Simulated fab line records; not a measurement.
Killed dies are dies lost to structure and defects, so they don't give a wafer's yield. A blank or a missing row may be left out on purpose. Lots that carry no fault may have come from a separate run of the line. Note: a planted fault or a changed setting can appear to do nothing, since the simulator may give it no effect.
Split-lot study    flow sky130    route with 708 steps; 5 lots, 23 wafers read

## SPLIT DETAILS
At SKY_GATE_OXIDE_SOFTBAKE_06 (time 60 s), the setting temp-c was moved away from the recipe's 90 C on 10 of the 23 wafers read, by +1.3% to +3.2%. The other wafers ran this setting at the recipe's value.

The reading is taken at the split's own step.

## THE READING
NOVOLAK_of_GATE_OXIDE_COAT_05.thk-nm (the simulator's own value, which no gauge read), in nm, at SKY_GATE_OXIDE_SOFTBAKE_06 (time 60 s). No usual value for it is given in the file. Average 1139 nm, standard deviation 2.9 nm, over the 13 wafers here run with the recipe.

wafer   tool, chamber at the split  temp-c as run, C  against the recipe  NOVOLAK_of_GATE_OXIDE_COAT_05.thk-nm, nm  against lot-mates on the recipe
L077.1  litho-track-03, 0           90                recipe              1133                                      -
L077.4  litho-track-03, 0           90                recipe              1135                                      -
L077.5  litho-track-03, 0           90                recipe              1137                                      -
L079.1  litho-track-03, 0           90                recipe              1144                                      -
L079.2  litho-track-03, 0           90                recipe              1143                                      -
L079.4  litho-track-03, 0           91.19             +1.3%               1138                                      -4
L079.5  litho-track-03, 0           90                recipe              1139                                      -
L079.6  litho-track-03, 0           91.19             +1.3%               1141                                      -1
L082.1  litho-track-03, 0           90                recipe              1138                                      -
L082.2  litho-track-03, 0           91.18             +1.3%               1135                                      -4
L082.4  litho-track-03, 0           90                recipe              1141                                      -
L082.5  litho-track-03, 0           91.18             +1.3%               1134                                      -6
L082.6  litho-track-03, 0           91.18             +1.3%               1137                                      -2
L083.1  litho-track-03, 0           92.89             +3.2%               1133                                      -6
L083.2  litho-track-03, 0           90                recipe              1138                                      -
L083.3  litho-track-03, 0           92.89             +3.2%               1131                                      -8
L083.4  litho-track-03, 0           90                recipe              1139                                      -
L083.6  litho-track-03, 0           90                recipe              1139                                      -
L085.1  litho-track-02, 0           92.56             +2.8%               1134                                      -6
L085.2  litho-track-02, 0           92.56             +2.8%               1134                                      -6
L085.4  litho-track-02, 0           92.56             +2.8%               1135                                      -6
L085.5  litho-track-02, 0           90                recipe              1140                                      -
L085.6  litho-track-02, 0           90                recipe              1141                                      -

FIT RESULTS
A straight line over all 23 wafers: NOVOLAK_of_GATE_OXIDE_COAT_05.thk-nm changes by -1.87 nm for each +1% of temp-c; r = -0.67; the points scatter about the line by 2.6 nm.
The same after taking each lot's own level away (the mean of its wafers on the recipe; 23 wafers): -2.16 nm for each +1%; r = -0.88; scatter 1.5 nm.
According to that fit, moving temp-c by its largest amount changes the reading by 6.9 nm.
The lots' own levels span 1135.0 to 1142.0 nm, that is 2.4 times the standard deviation above.
So the lot-to-lot level blurs the effect unless lot-mates are compared.
Check: -7.41 nm against its lot-mates is what the line predicts for one of the wafers moved furthest among these (+3.2%) when that wafer is left out of the fit. Against them it came out at -5.67 nm.

## FURTHER SPLITS ON THESE WAFERS
These wafers also went through other splits before the reading. Each is held against what the fit with the lots' levels taken away leaves over:
other split on the same wafers         wafers away from the commonest value  r with NOVOLAK_of_GATE_OXIDE_COAT_05.thk-nm (lot level and that fit taken away)
SKY_SONOS_ONO_OXIDATION_00 ox-time-s   15                                    -0.11
SKY_SONOS_ONO_CVD_02 pressure-mtorr    15                                    +0.17
SKY_SONOS_ONO_DEVELOP_12 dev-temp-c    9                                     +0.11
SKY_GATE_OXIDE_OXIDATION_01 ox-time-s  15                                    -0.12

## THE WHOLE CHAIN: every reading that the file lists as answering this split, in the file's order
step                        what it does     reading                                                                                change (the file's fit)               r (the file's)
SKY_GATE_OXIDE_SOFTBAKE_06  time 60 s        NOVOLAK_of_GATE_OXIDE_COAT_05.thk-nm (the simulator's own value, which no gauge read)  -2.22 nm for each +1% of the setting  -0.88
SKY_GATE_OXIDE_STRIP_13     strips in O2/N2  strip-time-to-endpoint-s                                                               withheld for each +1% of the setting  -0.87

## FILE'S OWN FIT
NOVOLAK_of_GATE_OXIDE_COAT_05.thk-nm changes by -2.22 nm for each +1% of temp-c, r = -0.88.
